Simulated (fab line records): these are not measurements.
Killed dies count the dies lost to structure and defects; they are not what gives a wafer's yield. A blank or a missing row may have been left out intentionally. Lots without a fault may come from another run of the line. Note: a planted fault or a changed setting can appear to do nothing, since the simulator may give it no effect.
fab line records -- flow gf180mcu
record: lots: 11, wafers: 33, lastDay: 34
route steps=602 shown V4@497 V5@554 TOP_METAL@583 PASSIVATION@593
lots that met no fault: taken from a fault-free run of the same line
startH: start of the lot's first displayed wafer, in hours after the record's first day -- waitH: hours elapsed since this lot's preceding step -- " identical to the entry in the row above -- L1.1+2: a single row standing in for several wafers -- - either no value or no given start -- * or withheld: withheld -- < > ~ a bound
route shown NAME@n: names a module that has steps shown in the file, with the first one's number in the route -- usual: mean and standard deviation over wafers with no fault -- same: alike in all rows -- chamber/n: place in a boat -- sites: each site's reading -- _std_site: their standard deviation -- _edge_site: outer sites' mean less inner sites' -- radiusMm: for every site, how far away it sits from the centre of the wafer -- mask NAME#n: copy n -- behind: the last tool/chamber to shape the wafer -- hold: reason for holding the lot/hours on hold/outcome of the hold -- device: whichever transistor did not switch (one of n, p or np) -- end of line: tests of these same wafers at the route's end -- a step given without rows: its recipe and nothing more -- killed: dies lost to structure and defects at the first sort, not the wafer's yield -- map: shows each die of a wafer: x if killed, . if not, _ if none is there
set.NAME: the setting the step ran with; set.NAME@STEP: the setting that earlier step ran with -- model.NAME: the simulator's own value behind a step, which no gauge read
steps of the route over a sample of lots; a table a step, a row a wafer
services: a tool's chamber out of use, with start hour (startH, from the record's first day; less than 0 if before it), hours out, and reason
== steps ==
step: GF_V4_SPUTTER_21
recipe: material: Ti, targetThkNm: 15, chamberPressurePa: 5, powerW: 2500, substrateTempC: 200, timeS: 80.02
usual: throttleValvePct: 29.9/0.82
lot.wafer,tool,chamber,startH,waitH,throttleValvePct
L551.2,pvdSputter-04,-,558.53,0.0,29.7
L551.3,pvdSputter-04,-,558.53,0.0,29.6
L551.6,pvdSputter-04,-,558.53,0.0,30.9
L552.1,pvdSputter-04,-,579.82,0.0,29.8
L552.2,pvdSputter-04,-,579.82,0.0,30.9
L552.4,pvdSputter-04,-,579.82,0.0,29.8
L553.2,pvdSputter-01,-,582.05,0.0,29.0
L553.5,pvdSputter-01,-,582.05,0.0,28.6
L553.6,pvdSputter-01,-,582.05,0.0,29.5
L554.3,pvdSputter-04,-,584.57,0.0,30.0
L554.4,pvdSputter-04,-,584.57,0.0,29.9
L554.5,pvdSputter-04,-,584.57,0.0,29.9
L555.1,pvdSputter-04,-,603.39,0.0,29.5
L555.4,pvdSputter-04,-,603.39,0.0,29.5
L555.5,pvdSputter-04,-,603.39,0.0,29.6
L556.3,pvdSputter-01,-,616.62,0.0,29.5
L556.4,pvdSputter-01,-,616.62,0.0,29.1
L556.6,pvdSputter-01,-,616.62,0.0,29.6
L560.1,pvdSputter-01,-,641.57,0.0,28.6
L560.2,pvdSputter-01,-,641.57,0.0,29.1
L560.4,pvdSputter-01,-,641.57,0.0,29.5
L562.3,pvdSputter-02,-,653.24,0.0,28.0
L562.4,pvdSputter-02,-,653.24,0.0,31.0
L562.6,pvdSputter-02,-,653.24,0.0,30.4
L563.1,pvdSputter-02,-,660.57,0.0,28.2
L563.3,pvdSputter-02,-,660.57,0.0,30.2
L563.6,pvdSputter-02,-,660.57,0.0,31.0
L564.1,pvdSputter-04,-,665.87,0.0,30.8
L564.2,pvdSputter-04,-,665.87,0.0,29.8
L564.5,pvdSputter-04,-,665.87,0.0,31.1
L574.2,pvdSputter-04,-,728.69,0.0,31.0
L574.3,pvdSputter-04,-,728.69,0.0,29.8
L574.5,pvdSputter-04,-,728.69,0.0,29.7
step: GF_V5_CD_MEAS_14
recipe: targetCdNm: 260
usual: cdNm: 259.9/1.6
lot.wafer,tool,chamber,startH,waitH,cdNm
L551.2,cdSem-01,-,625.70,0.1,258.0
L551.3,cdSem-01,-,625.70,0.1,259.1
L551.6,cdSem-01,-,625.70,0.1,258.2
L552.1,cdSem-02,-,644.67,0.3,258.0
L552.2,cdSem-02,-,644.67,0.3,258.9
L552.4,cdSem-02,-,644.67,0.3,258.2
L553.2,cdSem-02,-,646.94,0.2,258.2
L553.5,cdSem-02,-,646.94,0.2,258.5
L553.6,cdSem-02,-,646.94,0.2,258.4
L554.3,cdSem-02,-,648.22,0.1,259.2
L554.4,cdSem-02,-,648.22,0.1,259.9
L554.5,cdSem-02,-,648.22,0.1,258.1
L555.1,cdSem-01,-,666.33,0.1,261.3
L555.4,cdSem-01,-,666.33,0.1,260.6
L555.5,cdSem-01,-,666.33,0.1,260.0
L556.3,cdSem-02,-,679.24,0.1,261.9
L556.4,cdSem-02,-,679.24,0.1,262.9
L556.6,cdSem-02,-,679.24,0.1,261.4
L560.1,cdSem-01,-,701.50,0.1,257.0
L560.2,cdSem-01,-,701.50,0.1,258.4
L560.4,cdSem-01,-,701.50,0.1,257.9
L562.3,cdSem-01,-,712.12,0.1,259.2
L562.4,cdSem-01,-,712.12,0.1,259.8
L562.6,cdSem-01,-,712.12,0.1,259.9
L563.1,cdSem-02,-,719.83,0.1,258.4
L563.3,cdSem-02,-,719.83,0.1,257.6
L563.6,cdSem-02,-,719.83,0.1,258.4
L564.1,cdSem-02,-,724.25,0.1,261.1
L564.2,cdSem-02,-,724.25,0.1,260.4
L564.5,cdSem-02,-,724.25,0.1,260.4
L574.2,cdSem-02,-,781.17,0.1,259.0
L574.3,cdSem-02,-,781.17,0.1,259.9
L574.5,cdSem-02,-,781.17,0.1,260.1
step: GF_TOP_METAL_METAL_ETCH_16
recipe: chemistry: Cl2/BCl3, maskMaterial: NOVOLAK, targetDepthNm: 1197, stopOn: SiO2, pressureMtorr: 8, icpW: 800, biasW: 140, Cl2_flow_sccm: 80, bcl3FlowSccm: 40, timeS: 199.5
usual: chamberPressureMTorr: 7.999/0.0071, drypumpMotorCurrentA: 5.6/0.58, heBacksideLeakSccm: 3.4/0.31, oesProductAu: 0.987/0.0069, throttleValvePct: 28.233/0.01
lot.wafer,tool,chamber,startH,waitH,chamberPressureMTorr,drypumpMotorCurrentA,heBacksideLeakSccm,oesProductAu,rfHoursCounterH,throttleValvePct
L551.2,rieMetal-03,0,647.40,0.1,7.996,6.1,3.3,0.988,-,28.229
L551.3,rieMetal-03,0,647.40,0.1,7.999,6.1,3.1,0.986,-,28.247
L551.6,rieMetal-03,0,647.40,0.1,8.006,6.1,3.1,0.993,-,28.239
L552.1,rieMetal-01,1,665.91,0.0,8.000,5.4,3.5,0.971,12,28.244
L552.2,rieMetal-01,0,665.91,0.0,7.999,5.7,3.7,0.983,3,28.240
L552.4,rieMetal-01,1,665.91,0.0,7.992,5.4,3.5,0.988,-,28.221
L553.2,rieMetal-01,0,668.49,0.0,7.997,5.7,3.4,0.990,4,28.229
L553.5,rieMetal-01,1,668.49,0.0,7.992,5.4,3.8,0.989,-,28.237
L553.6,rieMetal-01,0,668.49,0.0,8.003,5.7,3.5,0.986,-,28.228
L554.3,rieMetal-03,1,669.72,0.1,8.015,4.8,3.0,0.993,-,28.225
L554.4,rieMetal-03,0,669.72,0.1,8.004,6.1,3.3,0.985,-,28.223
L554.5,rieMetal-03,1,669.72,0.1,7.997,4.8,3.2,0.988,-,28.230
L555.1,rieMetal-03,1,687.78,0.0,7.996,4.8,3.1,0.992,13,28.224
L555.4,rieMetal-03,1,687.78,0.0,7.989,4.8,3.1,0.985,-,28.239
L555.5,rieMetal-03,1,687.78,0.0,8.000,4.8,3.1,0.981,-,28.240
L556.3,rieMetal-02,1,700.17,0.1,7.997,5.1,3.3,0.999,-,28.228
L556.4,rieMetal-02,0,700.17,0.1,7.984,6.6,3.5,0.988,-,28.234
L556.6,rieMetal-02,0,700.17,0.1,7.998,6.6,3.6,0.991,-,28.235
L560.1,rieMetal-02,0,721.04,0.0,7.996,6.7,3.6,0.989,5,28.236
L560.2,rieMetal-02,1,721.04,0.0,8.003,5.2,3.1,1.001,4,28.231
L560.4,rieMetal-02,1,721.04,0.0,8.000,5.2,3.2,0.997,-,28.225
L562.3,rieMetal-03,0,731.77,0.1,7.992,6.1,3.1,0.976,-,28.215
L562.4,rieMetal-03,1,731.77,0.1,7.998,4.9,3.0,0.988,-,28.220
L562.6,rieMetal-03,0,731.77,0.1,8.005,6.2,3.2,0.999,-,28.221
L563.1,rieMetal-01,1,739.41,0.0,8.004,5.4,3.5,0.979,15,28.224
L563.3,rieMetal-01,0,739.41,0.0,8.011,5.7,3.5,0.985,-,28.237
L563.6,rieMetal-01,1,739.41,0.0,7.997,5.4,3.4,0.990,-,28.239
L564.1,rieMetal-02,0,743.86,0.0,8.007,6.6,3.6,0.994,6,28.240
L564.2,rieMetal-02,1,743.86,0.0,7.998,5.2,3.2,0.997,5,28.226
L564.5,rieMetal-02,1,743.86,0.0,8.010,5.2,3.3,0.993,-,28.229
L574.2,rieMetal-02,1,798.46,0.0,7.979,5.2,3.3,0.999,8,28.224
L574.3,rieMetal-02,1,798.46,0.0,7.998,5.2,3.5,0.992,-,28.232
L574.5,rieMetal-02,1,798.46,0.0,8.001,5.2,3.6,0.996,-,28.224
step: GF_PASSIVATION_COAT_06
recipe: spinRpm: 2000, resistThkNm: 4000
usual: exhaustPa: 45.0/0.77
lot.wafer,tool,chamber,startH,waitH,exhaustPa
L551.2,lithoTrack-04,0,658.48,0.1,45.4
L551.3,lithoTrack-04,0,658.48,0.1,45.5
L551.6,lithoTrack-04,0,658.48,0.1,45.3
L552.1,lithoTrack-02,0,675.83,0.1,44.2
L552.2,lithoTrack-02,0,675.83,0.1,44.4
L552.4,lithoTrack-02,0,675.83,0.1,44.6
L553.2,lithoTrack-04,0,678.78,0.1,45.1
L553.5,lithoTrack-04,0,678.78,0.1,45.7
L553.6,lithoTrack-04,0,678.78,0.1,43.4
L554.3,lithoTrack-02,0,680.23,0.1,44.2
L554.4,lithoTrack-02,0,680.23,0.1,44.1
L554.5,lithoTrack-02,0,680.23,0.1,45.6
L555.1,lithoTrack-04,0,698.40,0.1,44.1
L555.4,lithoTrack-04,0,698.40,0.1,44.9
L555.5,lithoTrack-04,0,698.40,0.1,44.8
L556.3,lithoTrack-03,0,710.08,0.1,45.4
L556.4,lithoTrack-03,0,710.08,0.1,44.4
L556.6,lithoTrack-03,0,710.08,0.1,44.7
L560.1,lithoTrack-04,0,730.90,0.1,45.6
L560.2,lithoTrack-04,0,730.90,0.1,44.3
L560.4,lithoTrack-04,0,730.90,0.1,44.8
L562.3,lithoTrack-02,0,741.38,0.1,44.7
L562.4,lithoTrack-02,0,741.38,0.1,44.7
L562.6,lithoTrack-02,0,741.38,0.1,44.1
L563.1,lithoTrack-02,0,749.08,0.1,45.7
L563.3,lithoTrack-02,0,749.08,0.1,45.5
L563.6,lithoTrack-02,0,749.08,0.1,46.7
L564.1,lithoTrack-02,0,752.03,0.1,45.1
L564.2,lithoTrack-02,0,752.03,0.1,44.8
L564.5,lithoTrack-02,0,752.03,0.1,45.5
L574.2,lithoTrack-04,0,806.13,0.1,45.3
L574.3,lithoTrack-04,0,806.13,0.1,45.0
L574.5,lithoTrack-04,0,806.13,0.1,44.5
step: GF_PASSIVATION_STRIP_12
recipe: chemistry: O2/N2, powerW: 1400, pressureMtorr: 1500, platenTempC: 250, o2FlowSccm: 3000, n2FlowSccm: 300, overashFraction: 0.5
usual: chamberPressureMTorr: 1499.9/1.5, drypumpMotorCurrentA: 5.76/0.21, heaterPowerW: 332/15, oesProductAu: 0.718/0.0046, stripTimeToEndpointS: 32.94/0.27
lot.wafer,tool,chamber,startH,waitH,chamberPressureMTorr,drypumpMotorCurrentA,heaterPowerW,oesProductAu,rfHoursCounterH,stripTimeToEndpointS
L551.2,plasmaAsher-02,1,668.45,0.1,1499.8,5.27,311,0.712,23,33.04
L551.3,plasmaAsher-02,1,668.45,0.1,1498.9,5.25,306,0.720,-,32.95
L551.6,plasmaAsher-02,1,668.45,0.1,1498.3,5.24,315,0.715,-,33.08
L552.1,plasmaAsher-03,0,685.87,0.1,1499.7,5.89,372,0.712,95,33.07
L552.2,plasmaAsher-03,1,685.87,0.1,1499.6,5.90,337,0.718,95,32.55
L552.4,plasmaAsher-03,1,685.87,0.1,1499.9,5.91,330,0.718,-,33.10
L553.2,plasmaAsher-04,1,688.52,0.1,1498.3,5.66,327,0.728,58,32.73
L553.5,plasmaAsher-04,1,688.52,0.1,1499.0,5.64,338,0.721,-,32.76
L553.6,plasmaAsher-04,0,688.52,0.1,1499.5,5.95,321,0.725,-,33.34
L554.3,plasmaAsher-04,0,690.10,0.2,1499.3,5.94,330,0.719,-,33.14
L554.4,plasmaAsher-04,1,690.10,0.2,1500.0,5.67,336,0.713,-,32.55
L554.5,plasmaAsher-04,1,690.10,0.2,1500.1,5.64,331,0.722,-,33.17
L555.1,plasmaAsher-04,0,708.00,0.1,1502.4,5.95,330,0.721,60,33.03
L555.4,plasmaAsher-04,0,708.00,0.1,1500.5,5.95,328,0.722,-,32.80
L555.5,plasmaAsher-04,0,708.00,0.1,1500.3,5.94,325,0.723,-,33.00
L556.3,plasmaAsher-04,0,719.65,0.2,1502.0,5.96,325,0.720,-,33.46
L556.4,plasmaAsher-04,1,719.65,0.2,1500.4,5.66,324,0.712,-,33.45
L556.6,plasmaAsher-04,0,719.65,0.2,1498.8,5.97,333,0.721,-,32.90
L560.1,plasmaAsher-04,1,739.87,0.1,1501.0,5.64,332,0.713,64,33.25
L560.2,plasmaAsher-04,0,739.87,0.1,1496.2,5.97,330,0.718,64,33.16
L560.4,plasmaAsher-04,0,739.87,0.1,1501.7,5.97,324,0.715,-,33.05
L562.3,plasmaAsher-02,1,750.38,0.2,1502.5,5.25,304,0.714,-,32.50
L562.4,plasmaAsher-02,0,750.38,0.2,1502.3,5.58,336,0.718,-,32.89
L562.6,plasmaAsher-02,0,750.38,0.2,1501.6,5.57,336,0.721,-,32.91
L563.1,plasmaAsher-04,0,757.92,0.1,1498.5,5.97,329,0.717,67,29.92
L563.3,plasmaAsher-04,0,757.92,0.1,1500.9,5.95,332,0.716,-,29.93
L563.6,plasmaAsher-04,1,757.92,0.1,1500.0,5.67,328,0.720,-,30.17
L564.1,plasmaAsher-04,0,761.17,0.1,1500.8,5.94,324,0.716,67,30.23
L564.2,plasmaAsher-04,1,761.17,0.1,1497.0,5.65,325,0.718,67,30.02
L564.5,plasmaAsher-04,1,761.17,0.1,1499.2,5.66,323,0.721,-,30.00
L574.2,plasmaAsher-03,0,814.15,0.1,1499.5,5.92,359,0.720,102,32.72
L574.3,plasmaAsher-03,0,814.15,0.1,1499.2,5.91,361,0.719,-,33.09
L574.5,plasmaAsher-03,0,814.15,0.1,1500.8,5.88,369,0.727,-,32.80
== services ==
tool,chamber,startH,hours,kind
pvdSputter-04,-,538.64,5.5,repair
plasmaAsher-02,-,544.21,14.6,pm
rieMetal-03,0,549.88,-,clean
rieMetal-03,0,549.88,16.3,scheduledDown
rieMetal-03,0,549.88,16.3,ventCycle
plasmaAsher-04,-,568.84,0.5,repair
plasmaAsher-04,-,569.80,2.8,pm
plasmaAsher-02,-,586.08,1.6,repair
plasmaAsher-02,-,625.20,1.8,repair
rieMetal-02,-,641.36,2.8,pm
rieMetal-03,1,645.29,3.8,repair
pvdSputter-04,-,663.55,1.1,repair
plasmaAsher-03,-,672.12,8.3,repair
pvdSputter-04,3,692.64,-,consumableReplace:kit
pvdSputter-04,3,692.64,18.0,scheduledDown
pvdSputter-04,3,692.64,18.0,ventCycle
pvdSputter-01,-,696.19,2.8,repair
plasmaAsher-03,-,719.94,49.4,pm
pvdSputter-04,-,740.39,3.6,repair
rieMetal-03,-,758.81,2.0,repair
plasmaAsher-02,-,768.77,1.0,repair
plasmaAsher-03,-,770.77,9.4,repair
pvdSputter-04,-,785.91,0.5,repair
pvdSputter-02,-,811.90,3.9,repair
== key ==
firstSign: step: GF_PASSIVATION_STRIP_12, reading: stripTimeToEndpointS, direction: down, sigmas: 11, usual: *, struck: *
effect none on later readings
metAt GF_PASSIVATION_COAT_06
struckLots L563,L564
notActingAt GF_V4_SPUTTER_21,GF_V5_CD_MEAS_14,GF_TOP_METAL_METAL_ETCH_16
onsetBetween 741.38 749.08
alsoFits GF_PASSIVATION_STRIP_12:plasmaAsher-04
fault: kind: processParameterDrift, tool: lithoTrack-02, chamber: -, onsetH: 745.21, steps: GF_PASSIVATION_COAT_06, channel: resistThkNm, offset: *, shape: step, endH: 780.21, actsIn: *, stated: *
